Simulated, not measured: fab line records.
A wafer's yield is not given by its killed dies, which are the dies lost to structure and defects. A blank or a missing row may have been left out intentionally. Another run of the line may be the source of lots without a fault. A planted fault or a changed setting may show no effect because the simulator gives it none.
Which of the tools did it? || flow sky130 || 7 lots, 21 wafers sampled, at 2 steps of a route of 708

WHAT THE GAUGES SHOWED, per wafer
SKY_SONOS_TUNNEL_CD_MEAS_07: the cd target is 410 nm.
{"lot": "L845", "measured": "day 13 06:05", "on": "cd-sem-01", "cd-nm (nm)": "411.8 411.1 409.8"}
{"lot": "L848", "measured": "day 14 08:28", "on": "cd-sem-02", "cd-nm (nm)": "410.9 412.8 414.1"}
{"lot": "L850", "measured": "day 14 20:29", "on": "cd-sem-02", "cd-nm (nm)": "410.3 411.6 413.3"}
{"lot": "L854", "measured": "day 15 23:06", "on": "cd-sem-02", "cd-nm (nm)": "411.2 410.4 409.8"}
{"lot": "L857", "measured": "day 16 15:53", "on": "cd-sem-02", "cd-nm (nm)": "412.1 412.5 412.1"}
{"lot": "L862", "measured": "day 18 02:19", "on": "cd-sem-01", "cd-nm (nm)": "411.9 410.9 413.0"}
{"lot": "L865", "measured": "day 19 02:47", "on": "cd-sem-01", "cd-nm (nm)": "411.7 409.7 411.6"}

WHAT TOOL EACH LOT RAN ON (gives the tool, then ch and the chambers of the sampled wafers, and finally the start)
{"lot": "L845", "SKY_SONOS_TUNNEL_COAT_02": "litho-track-02 ch 0, day 12 18:25"}
{"lot": "L848", "SKY_SONOS_TUNNEL_COAT_02": "litho-track-01 ch 0, day 13 19:47"}
{"lot": "L850", "SKY_SONOS_TUNNEL_COAT_02": "litho-track-02 ch 0, day 14 06:55"}
{"lot": "L854", "SKY_SONOS_TUNNEL_COAT_02": "litho-track-03 ch 0, day 15 09:19"}
{"lot": "L857", "SKY_SONOS_TUNNEL_COAT_02": "litho-track-03 ch 0, day 16 02:47"}
{"lot": "L862", "SKY_SONOS_TUNNEL_COAT_02": "litho-track-02 ch 0, day 17 11:47"}
{"lot": "L865", "SKY_SONOS_TUNNEL_COAT_02": "litho-track-03 ch 0, day 18 12:07"}
- SKY_SONOS_TUNNEL_COAT_02: resist thk 1140 nm.

THE ANSWER, worked out from the rows above alone
Rule: what is usual is taken from the lots themselves. The widest of any qualifying gaps counts: lots, ordered by their means at a reading, are off when they make up no more than a third of the lots, leave a main group of 4 or more, and stand apart from it by 3 or more times the standard deviation of that group's means. The tables above print the reading to a certain number of digits; a main group whose means all agree to those digits is not used. A lot without any number at a reading at which 4 lots or more have one is off too. Where the step has rows for the other lots, those lots are counted as sound.
Nothing can be told from this: no lot is off at any reading shown.

WHAT THE SIMULATOR HAD INSERTED
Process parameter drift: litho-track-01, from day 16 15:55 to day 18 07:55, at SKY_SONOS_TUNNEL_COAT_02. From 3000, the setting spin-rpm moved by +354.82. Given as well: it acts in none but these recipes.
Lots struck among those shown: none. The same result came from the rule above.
